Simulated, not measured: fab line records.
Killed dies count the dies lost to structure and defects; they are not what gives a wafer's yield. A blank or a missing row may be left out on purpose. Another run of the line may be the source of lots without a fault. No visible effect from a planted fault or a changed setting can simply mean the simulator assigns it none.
Which tool is to blame?	flow sky130	Sampling: 14 lots, 42 wafers, 4 of 708 route steps

WHAT THE GAUGES SHOWED, per wafer
SKY_LDD_N_TW_MEAS_17. Usual: LDD_N_TW typically reads 2594, with standard deviation 30.
lot	measured	on	LDD_N_TW	flag
L549	day 17 11:26	film-metro-04	2610 2621 2611	
L550	day 17 20:04	film-metro-03	2542 2525 2538	
L551	day 18 07:13	film-metro-02	2608 2593 2585	
L553	day 19 15:19	film-metro-04	2604 2598 2610	
L554	day 20 05:54	film-metro-04	2601 2617 2617	
L555	day 20 06:06	film-metro-02	2612 2603 2614	
L556	day 20 22:26	film-metro-03	2524 2536 2539	
L563	day 23 09:52	film-metro-03	2517 2531 2525	
L564	day 23 21:09	film-metro-04	2619 2613 2638	
L565	day 24 02:35	film-metro-04	2615 2614 2615	
L568	day 24 13:45	film-metro-02	2606 2618 2619	
L570	day 25 07:14	film-metro-02	2607 2600 2605	
L571	day 26 06:22	film-metro-04	2596 2604 2615	
L572	day 26 07:00	film-metro-04	2609 2603 2607	

SKY_LDD_P_OVL_MEAS_08. Usual: LDD_P_OVL typically reads -0.8 nm, with standard deviation 1.6.
lot	measured	on	LDD_P_OVL (nm)	flag
L549	day 18 18:32	overlay-01	-0.3 -0.4 -0.6	
L550	day 19 02:09	overlay-02	0.7 -0.1 -0.2	
L551	day 19 14:18	overlay-02	2.4 0.5 1.0	
L553	day 20 21:17	overlay-02	0.8 0.9 -0.5	
L554	day 21 11:50	overlay-01	-4.0 -2.7 -4.3	
L555	day 21 12:09	overlay-02	0.0 -2.2 1.5	
L556	day 22 04:56	overlay-01	0.7 -1.3 -0.4	
L563	day 24 15:24	overlay-02	-0.5 -0.4 -0.5	
L564	day 25 02:38	overlay-01	0.2 1.9 0.5	
L565	day 25 08:51	overlay-02	-1.9 -0.5 -1.6	
L568	day 25 19:08	overlay-02	-0.7 -0.2 -1.0	
L570	day 26 12:02	overlay-02	-1.3 -1.8 -1.3	
L571	day 27 11:11	overlay-02	0.2 0.4 -0.2	
L572	day 27 11:44	overlay-02	-2.3 -2.6 -2.3	

SKY_LDD_P_TW_MEAS_11. Usual: LDD_P_TW typically reads 640, with standard deviation 4.6.
lot	measured	on	LDD_P_TW	flag
L549	day 18 18:50	film-metro-04	645 646 645	
L550	day 19 02:27	film-metro-01	632 629 630	
L551	day 19 15:28	film-metro-01	638 627 632	
L553	day 20 21:35	film-metro-02	646 643 642	
L554	day 21 12:08	film-metro-04	328 643 328	OFF
L555	day 21 12:26	film-metro-01	636 634 324	OFF
L556	day 22 05:14	film-metro-04	642 639 636	
L563	day 24 15:42	film-metro-02	645 643 643	
L564	day 25 02:55	film-metro-01	637 635 634	
L565	day 25 09:16	film-metro-04	645 642 644	
L568	day 25 19:26	film-metro-01	632 633 638	
L570	day 26 12:20	film-metro-02	637 639 640	
L571	day 27 11:29	film-metro-02	643 641 641	
L572	day 27 12:01	film-metro-04	644 645 644	

TOOL THAT RAN EACH LOT (tool first, then ch and the chambers of the sampled wafers, then the start)
lot	SKY_LDD_P_DEVELOP_06
L549	litho-track-02 ch 0, day 18 18:16
L550	litho-track-02 ch 0, day 19 01:55
L551	litho-track-02 ch 0, day 19 14:03
L553	litho-track-04 ch 0, day 20 21:04
L554	litho-track-02 ch 0, day 21 11:34
L555	litho-track-02 ch 0, day 21 11:54
L556	litho-track-04 ch 0, day 22 04:44
L563	litho-track-02 ch 0, day 24 15:10
L564	litho-track-04 ch 0, day 25 02:22
L565	litho-track-02 ch 0, day 25 08:37
L568	litho-track-03 ch 0, day 25 18:53
L570	litho-track-03 ch 0, day 26 11:47
L571	litho-track-02 ch 0, day 27 10:55
L572	litho-track-03 ch 0, day 27 11:28
- SKY_LDD_P_DEVELOP_06: develop time 60 s.

WHAT THE TOOLS THEMSELVES READ (means of the sampled wafers that have a number; where no wafer has one, the mark that the record gives instead)
The record holds no such reading with a usual standard deviation.

THE ANSWER, worked out from the rows above alone
Rule: a lot is off if the mean of its wafers that have a number lies more than 3 standard deviations from the usual mean. Also off: a lot with no number at a reading for which 4 or more lots have one. The other lots that the step has rows for count as sound. After the gauges, taken in route order, come the tools' own readings; for these a lot's mean is taken, as printed above. The first step at which some lot is off is used, and at that step the reading that is off furthest; a lot without a number counts as furthest.
Off: L554, L555, seen at SKY_LDD_P_TW_MEAS_11 (LDD_P_TW).
A tool fits if, at a process step before that reading, it ran every lot that is off, and no sound lot after the first of them. Those tools and the gauges at SKY_LDD_P_TW_MEAS_11 are tried in the same way. Of those tried, none fits.

WHAT THE SIMULATOR HAD INSERTED
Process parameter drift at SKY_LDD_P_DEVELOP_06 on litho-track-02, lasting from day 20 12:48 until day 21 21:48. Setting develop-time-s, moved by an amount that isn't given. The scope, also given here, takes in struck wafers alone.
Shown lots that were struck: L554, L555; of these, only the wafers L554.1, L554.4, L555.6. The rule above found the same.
